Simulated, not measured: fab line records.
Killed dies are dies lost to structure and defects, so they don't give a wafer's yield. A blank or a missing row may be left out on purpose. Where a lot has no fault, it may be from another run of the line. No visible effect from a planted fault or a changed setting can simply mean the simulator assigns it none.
fab line records + flow sky130
[record]
- lots = 6
- wafers = 18
- last_day = 50
route steps=708 shown VIA2@525 METAL3@532 CAPM@537
lots that met no fault: from a run of the same line without faults
start_h: start of the lot's first displayed wafer, in hours after the record's first day + wait_h: how many hours have passed since the lot's step before this one + " unchanged from the row above + L1.1+2: several wafers, shown together as one row + - no value present, or no start provided + * or withheld: withheld + < > ~ a bound
route shown NAME@n: names a module that has steps shown in the file, with the first one's number in the route + usual: mean/standard deviation taken from wafers without a fault + same: alike in all rows + chamber/n: place in a boat + sites: each site's reading + _std_site: how widely they spread, as a standard deviation + _edge_site: mean of outer sites minus mean of inner sites + radius_mm: for every site, how far away it sits from the centre of the wafer + mask NAME#n: copy n + behind: tool/chamber where the wafer was last shaped + hold: reason for holding the lot/hours on hold/outcome of the hold + device: names the non-switching transistor (n, p or np) + end of line: the route-end tests of the same wafers + for a step that has no rows: nothing shown but its recipe + killed: dies that structure and defects cost at the first sort, which is not the same as the wafer's yield + map: shows each die of a wafer: x if killed, . if not, _ if none is there
set.NAME: the run value of the setting; set.NAME@STEP: its run value at that earlier step + model.NAME: the simulator's own value behind a step, which no gauge read
lots at selected steps of the route; one table per step, one row per wafer
services: when a tool's chamber went out of use (start_h, in hours from the record's first day, below 0 if earlier), for how many hours, and the reason
[[steps]]
[step SKY_VIA2_CLEAN_18]
[recipe]
- chemistry = IPA
- time_s = 180
- temp_c = 25
[step SKY_VIA2_CLEAN_19]
[recipe]
- chemistry = O3/DIW
- dry = n2_spin
[step SKY_VIA2_SPUTTER_20]
[recipe]
- material = TiN
- target_thk_nm = 20
- chamber_pressure_pa = 5
- power_w = 4000
- time_s = 80
[step SKY_VIA2_CVD_21]
[recipe]
- material = W
- target_thk_nm = 420
- time_s = 126.4
- temp_c = 400
- pressure_torr = 40
[usual]
- chamber_pressure_Torr = 40.01/0.079
- heater_power_outer_w = 511/43
- heater_power_w = 867/62
[same]
- time_s = 126.4
| lot.wafer | tool     | chamber | start_h | wait_h | chamber_pressure_Torr | heater_power_outer_w | heater_power_w |
|-----------|----------|---------|---------|--------|-----------------------|----------------------|----------------|
| L989.2    | cvd_w-01 | 1       | 843.56  | 0.0    | 40.00                 | 530                  | 913            |
| L989.4    | "        | 0       | "       | "      | 39.98                 | 471                  | 848            |
| L989.5    | "        | 1       | "       | "      | 39.99                 | 535                  | 909            |
| L993.1    | cvd_w-02 | 0       | 873.14  | 0.0    | 40.12                 | 497                  | 777            |
| L993.3    | "        | 1       | "       | "      | 39.97                 | 604                  | 987            |
| L993.6    | "        | 0       | "       | "      | 40.04                 | 498                  | 789            |
| L997.4    | cvd_w-01 | 1       | 907.66  | 0.1    | 39.90                 | 536                  | 893            |
| L997.5    | "        | 1       | "       | "      | 40.00                 | 535                  | 905            |
| L997.6    | "        | 0       | "       | "      | 40.08                 | 475                  | 840            |
| L998.3    | cvd_w-01 | 1       | 917.31  | 0.1    | 39.93                 | 531                  | 908            |
| L998.4    | "        | 0       | "       | "      | 39.82                 | 476                  | 835            |
| L998.5    | "        | 1       | "       | "      | 40.06                 | 551                  | 912            |
| L108.1    | cvd_w-01 | 1       | 994.48  | 0.1    | 40.07                 | 534                  | 882            |
| L108.3    | "        | 1       | "       | "      | 40.10                 | 533                  | 913            |
| L108.4    | "        | 0       | "       | "      | 40.03                 | 459                  | 865            |
| L110.1    | cvd_w-02 | 0       | 1001.21 | 0.0    | 39.97                 | 460                  | 754            |
| L110.3    | "        | 1       | "       | "      | 40.05                 | 536                  | 859            |
| L110.6    | "        | 0       | "       | "      | 40.00                 | 460                  | 767            |
[step SKY_VIA2_RS_MEAS_22]
[recipe]
- thk_meas_gauge = four-point-probe
- reads = W_of_VIA2_CVD_21+TiN_of_VIA2_SPUTTER_20
[usual]
- VIA2_W_RS = 0.272/0.0039
| lot.wafer | tool          | chamber | start_h | wait_h | VIA2_W_RS[ohm/sq] |
|-----------|---------------|---------|---------|--------|-------------------|
| L989.2    | film_metro-01 | -       | 843.71  | 0.1    | 0.268             |
| L989.4    | "             | -       | "       | "      | 0.274             |
| L989.5    | "             | -       | "       | "      | 0.271             |
| L993.1    | film_metro-03 | -       | 873.27  | 0.1    | 0.267             |
| L993.3    | "             | -       | "       | "      | 0.281             |
| L993.6    | "             | -       | "       | "      | 0.266             |
| L997.4    | film_metro-01 | -       | 907.81  | 0.1    | 0.268             |
| L997.5    | "             | -       | "       | "      | 0.266             |
| L997.6    | "             | -       | "       | "      | 0.273             |
| L998.3    | film_metro-03 | -       | 917.43  | 0.1    | 0.273             |
| L998.4    | "             | -       | "       | "      | 0.276             |
| L998.5    | "             | -       | "       | "      | 0.271             |
| L108.1    | film_metro-04 | -       | 994.61  | 0.1    | 0.271             |
| L108.3    | "             | -       | "       | "      | 0.271             |
| L108.4    | "             | -       | "       | "      | 0.276             |
| L110.1    | film_metro-01 | -       | 1001.34 | 0.1    | 0.267             |
| L110.3    | "             | -       | "       | "      | 0.274             |
| L110.6    | "             | -       | "       | "      | 0.266             |
[step SKY_VIA2_THK_MEAS_23]
[recipe]
- thk_meas_gauge = xrf
- reads = W_of_VIA2_CVD_21
[usual]
- VIA2_W_THK = 406/8.7
| lot.wafer | tool          | chamber | start_h | wait_h | VIA2_W_THK[nm] |
|-----------|---------------|---------|---------|--------|----------------|
| L989.2    | film_metro-01 | -       | 843.82  | 0.1    | 420            |
| L989.4    | "             | -       | "       | "      | 415            |
| L989.5    | "             | -       | "       | "      | 416            |
| L993.1    | film_metro-03 | -       | 873.39  | 0.1    | 407            |
| L993.3    | "             | -       | "       | "      | 387            |
| L993.6    | "             | -       | "       | "      | 408            |
| L997.4    | film_metro-01 | -       | 907.90  | 0.1    | 418            |
| L997.5    | "             | -       | "       | "      | 423            |
| L997.6    | "             | -       | "       | "      | 412            |
| L998.3    | film_metro-03 | -       | 917.53  | 0.1    | 399            |
| L998.4    | "             | -       | "       | "      | 394            |
| L998.5    | "             | -       | "       | "      | 402            |
| L108.1    | film_metro-04 | -       | 994.73  | 0.1    | 412            |
| L108.3    | "             | -       | "       | "      | 412            |
| L108.4    | "             | -       | "       | "      | 403            |
| L110.1    | film_metro-01 | -       | 1001.46 | 0.1    | 420            |
| L110.3    | "             | -       | "       | "      | 406            |
| L110.6    | "             | -       | "       | "      | 422            |
[step SKY_VIA2_CMP_24]
[recipe]
- stop_on = SiO2
- t_overpolish_s = 20
- down_force_psi = 3.5
- platen_rpm = 60
- target_thk_nm = 0
- pad_velocity_m_s = 0.94248
[step SKY_METAL3_SPUTTER_00]
[recipe]
- material = Ti
- target_thk_nm = 15
- power_w = 3000
- time_s = 10
- chamber_pressure_pa = 0.4
[step SKY_METAL3_SPUTTER_01]
[recipe]
- material = TiN
- target_thk_nm = 20
- power_w = 6500
- time_s = 16.7
- chamber_pressure_pa = 0.4
[usual]
- throttle_valve_pct = 29.9/1.3
[same]
- time_s = 16.7
| lot.wafer | tool           | chamber | start_h | wait_h | throttle_valve_pct |
|-----------|----------------|---------|---------|--------|--------------------|
| L989.2    | pvd_sputter-04 | -       | 844.19  | 0.0    | 27.4               |
| L989.4    | "              | -       | "       | "      | 29.5               |
| L989.5    | "              | -       | "       | "      | 29.6               |
| L993.1    | pvd_sputter-04 | -       | 873.77  | 0.0    | 30.2               |
| L993.3    | "              | -       | "       | "      | 27.7               |
| L993.6    | "              | -       | "       | "      | 30.0               |
| L997.4    | pvd_sputter-01 | -       | 908.49  | 0.0    | 31.1               |
| L997.5    | "              | -       | "       | "      | 29.4               |
| L997.6    | "              | -       | "       | "      | 29.7               |
| L998.3    | pvd_sputter-01 | -       | 917.90  | 0.0    | 31.2               |
| L998.4    | "              | -       | "       | "      | 29.3               |
| L998.5    | "              | -       | "       | "      | 31.2               |
| L108.1    | pvd_sputter-04 | -       | 995.11  | 0.0    | 29.8               |
| L108.3    | "              | -       | "       | "      | 27.4               |
| L108.4    | "              | -       | "       | "      | 30.2               |
| L110.1    | pvd_sputter-04 | -       | 1001.85 | 0.0    | 29.5               |
| L110.3    | "              | -       | "       | "      | 27.5               |
| L110.6    | "              | -       | "       | "      | 30.5               |
[step SKY_METAL3_SPUTTER_02]
[recipe]
- material = AlCu
- target_thk_nm = 735
- power_w = 10600
- time_s = 39.1
- chamber_pressure_pa = 0.4
[usual]
- throttle_valve_pct = 29.9/1.3
[same]
- time_s = 39.1
| lot.wafer | tool           | chamber | start_h | wait_h | throttle_valve_pct |
|-----------|----------------|---------|---------|--------|--------------------|
| L989.2    | pvd_sputter-04 | -       | 844.22  | 0.0    | 27.6               |
| L989.4    | "              | -       | "       | "      | 29.4               |
| L989.5    | "              | -       | "       | "      | 29.7               |
| L993.1    | pvd_sputter-04 | -       | 873.80  | 0.0    | 30.1               |
| L993.3    | "              | -       | "       | "      | 27.4               |
| L993.6    | "              | -       | "       | "      | 30.2               |
| L997.4    | pvd_sputter-01 | -       | 908.52  | 0.0    | 31.1               |
| L997.5    | "              | -       | "       | "      | 29.3               |
| L997.6    | "              | -       | "       | "      | 30.1               |
| L998.3    | pvd_sputter-01 | -       | 917.92  | 0.0    | 31.2               |
| L998.4    | "              | -       | "       | "      | 29.5               |
| L998.5    | "              | -       | "       | "      | 31.1               |
| L108.1    | pvd_sputter-04 | -       | 995.14  | 0.0    | 29.8               |
| L108.3    | "              | -       | "       | "      | 27.5               |
| L108.4    | "              | -       | "       | "      | 30.6               |
| L110.1    | pvd_sputter-04 | -       | 1001.87 | 0.0    | 29.6               |
| L110.3    | "              | -       | "       | "      | 27.6               |
| L110.6    | "              | -       | "       | "      | 30.3               |
[step SKY_METAL3_SPUTTER_03]
[recipe]
- material = Ti
- target_thk_nm = 5
- power_w = 3000
- time_s = 3.3
- chamber_pressure_pa = 0.4
[usual]
- throttle_valve_pct = 29.9/1.3
[same]
- time_s = 3.3
| lot.wafer | tool           | chamber | start_h | wait_h | throttle_valve_pct |
|-----------|----------------|---------|---------|--------|--------------------|
| L989.2    | pvd_sputter-04 | -       | 844.26  | 0.0    | 27.7               |
| L989.4    | "              | -       | "       | "      | 29.7               |
| L989.5    | "              | -       | "       | "      | 29.5               |
| L993.1    | pvd_sputter-04 | -       | 873.84  | 0.0    | 30.3               |
| L993.3    | "              | -       | "       | "      | 27.4               |
| L993.6    | "              | -       | "       | "      | 30.2               |
| L997.4    | pvd_sputter-01 | -       | 908.55  | 0.0    | 31.1               |
| L997.5    | "              | -       | "       | "      | 29.5               |
| L997.6    | "              | -       | "       | "      | 30.0               |
| L998.3    | pvd_sputter-01 | -       | 917.96  | 0.0    | 31.3               |
| L998.4    | "              | -       | "       | "      | 29.4               |
| L998.5    | "              | -       | "       | "      | 31.0               |
| L108.1    | pvd_sputter-04 | -       | 995.18  | 0.0    | 29.7               |
| L108.3    | "              | -       | "       | "      | 27.6               |
| L108.4    | "              | -       | "       | "      | 30.2               |
| L110.1    | pvd_sputter-04 | -       | 1001.91 | 0.0    | 29.8               |
| L110.3    | "              | -       | "       | "      | 27.6               |
| L110.6    | "              | -       | "       | "      | 30.1               |
[step SKY_METAL3_SPUTTER_04]
[recipe]
- material = TiN
- target_thk_nm = 70
- power_w = 6500
- time_s = 58.3
- chamber_pressure_pa = 0.4
[step SKY_CAPM_CVD_00]
[recipe]
- material = SiO2
- target_thk_nm = 15.5
- temp_c = 400
- time_s = withheld
- rf_w = 450
[usual]
- heater_power_outer_w = 474/96
- heater_power_w = 787/130
| lot.wafer | tool     | chamber | start_h | wait_h | heater_power_outer_w | heater_power_w |
|-----------|----------|---------|---------|--------|----------------------|----------------|
| L989.2    | pecvd-01 | 1       | 844.33  | 0.0    | 407                  | 699            |
| L989.4    | "        | 0       | "       | "      | 464                  | 775            |
| L989.5    | "        | 1       | "       | "      | 413                  | 712            |
| L993.1    | pecvd-01 | 0       | 873.90  | 0.0    | 411                  | 757            |
| L993.3    | "        | 2       | "       | "      | 434                  | 751            |
| L993.6    | "        | 2       | "       | "      | 439                  | 764            |
| L997.4    | pecvd-04 | 0       | 908.63  | 0.0    | -                    | -              |
| L997.5    | "        | 1       | "       | "      | -                    | -              |
| L997.6    | "        | 2       | "       | "      | -                    | -              |
| L998.3    | pecvd-01 | 0       | 918.03  | 0.0    | -                    | -              |
| L998.4    | "        | 1       | "       | "      | -                    | -              |
| L998.5    | "        | 2       | "       | "      | -                    | -              |
| L108.1    | pecvd-03 | 0       | 995.25  | 0.0    | 565                  | 901            |
| L108.3    | "        | 2       | "       | "      | 379                  | 617            |
| L108.4    | "        | 1       | "       | "      | 708                  | 1118           |
| L110.1    | pecvd-03 | 2       | 1001.98 | 0.0    | 446                  | 733            |
| L110.3    | "        | 1       | "       | "      | 696                  | 1108           |
| L110.6    | "        | 1       | "       | "      | 706                  | 1092           |
[step SKY_CAPM_SPUTTER_02]
[recipe]
- material = TiN
- target_thk_nm = 200
- temp_c = 300
- power_w = 6500
- time_s = 166.7
- chamber_pressure_pa = 0.4
[usual]
- throttle_valve_pct = 30.0/1.2
[same]
- time_s = 166.7
| lot.wafer | tool           | chamber | start_h | wait_h | throttle_valve_pct |
|-----------|----------------|---------|---------|--------|--------------------|
| L989.2    | pvd_sputter-04 | -       | 844.41  | 0.0    | 30.1               |
| L989.4    | "              | -       | "       | "      | 29.7               |
| L989.5    | "              | -       | "       | "      | 29.5               |
| L993.1    | pvd_sputter-03 | -       | 873.99  | 0.1    | 31.7               |
| L993.3    | "              | -       | "       | "      | 29.0               |
| L993.6    | "              | -       | "       | "      | 31.7               |
| L997.4    | pvd_sputter-03 | -       | 908.70  | 0.0    | 28.5               |
| L997.5    | "              | -       | "       | "      | 29.2               |
| L997.6    | "              | -       | "       | "      | 31.7               |
| L998.3    | pvd_sputter-03 | -       | 918.11  | 0.0    | 29.2               |
| L998.4    | "              | -       | "       | "      | 28.7               |
| L998.5    | "              | -       | "       | "      | 28.4               |
| L108.1    | pvd_sputter-01 | -       | 995.33  | 0.1    | 31.3               |
| L108.3    | "              | -       | "       | "      | 29.9               |
| L108.4    | "              | -       | "       | "      | 30.9               |
| L110.1    | pvd_sputter-03 | -       | 1002.06 | 0.1    | 30.7               |
| L110.3    | "              | -       | "       | "      | 29.2               |
| L110.6    | "              | -       | "       | "      | 31.7               |
[[services]]
| tool           | chamber | start_h | hours | kind           |
|----------------|---------|---------|-------|----------------|
| cvd_w-02       | -       | 820.62  | 1.1   | repair         |
| pecvd-01       | -       | 823.88  | 1.0   | repair         |
| cvd_w-01       | 0       | 824.02  | 2.5   | repair         |
| pvd_sputter-01 | -       | 841.57  | 7.9   | repair         |
| pecvd-01       | -       | 847.94  | 1.3   | repair         |
| cvd_w-01       | 1       | 857.36  | 4.5   | repair         |
| pecvd-04       | 1       | 859.70  | 5.5   | scheduled_down |
| pecvd-01       | 0       | 871.40  | 2.1   | scheduled_down |
| pvd_sputter-03 | -       | 877.83  | 0.5   | repair         |
| pecvd-01       | 1       | 883.19  | 12.8  | repair         |
| cvd_w-01       | -       | 884.83  | 6.0   | pm             |
| pecvd-03       | 1       | 894.18  | 2.1   | scheduled_down |
| cvd_w-02       | -       | 904.00  | 14.0  | pm             |
| cvd_w-02       | 0       | 904.00  | 14.0  | vent_cycle     |
| cvd_w-02       | 1       | 904.00  | 14.0  | vent_cycle     |
| pecvd-03       | -       | 907.96  | 14.6  | pm             |
| pecvd-04       | 0       | 916.94  | 2.1   | scheduled_down |
| cvd_w-02       | 0       | 918.00  | -     | clean          |
| cvd_w-02       | 1       | 918.00  | -     | clean          |
| pecvd-03       | 2       | 929.09  | 5.5   | scheduled_down |
| pvd_sputter-03 | -       | 929.30  | 0.9   | repair         |
| cvd_w-01       | 0       | 936.11  | 10.5  | repair         |
| cvd_w-02       | 1       | 954.95  | 3.3   | repair         |
| pecvd-04       | 1       | 999.38  | -     | clean          |
[[key]]
[first_sign]
- step = SKY_CAPM_CVD_00
- reading = tool_record
- direction = missing
effect none on later readings
met_at SKY_CAPM_CVD_00
struck_wafers L997.4,L997.5,L997.6,L998.3,L998.4,L998.5
later_rows_left_out L997.4,L997.5,L997.6,L998.3,L998.4,L998.5
sort_left_out L997.4,L997.5,L997.6,L998.3,L998.4,L998.5
onset_between 873.90 908.63
[fault]
- kind = skipped_step_whole
- tool = pecvd-01,pecvd-04
- chamber = -
- onset_h = 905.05
- steps = SKY_CAPM_CVD_00
- scope = struck_lots_only
// sort_left_out: the simulated sort isn't trusted on such a fault, so these wafers' sort isn't shown, and their yield isn't known
// later_rows_left_out: the simulator's readings of these wafers behind a module that went badly wrong aren't trusted and aren't shown, but for the sort
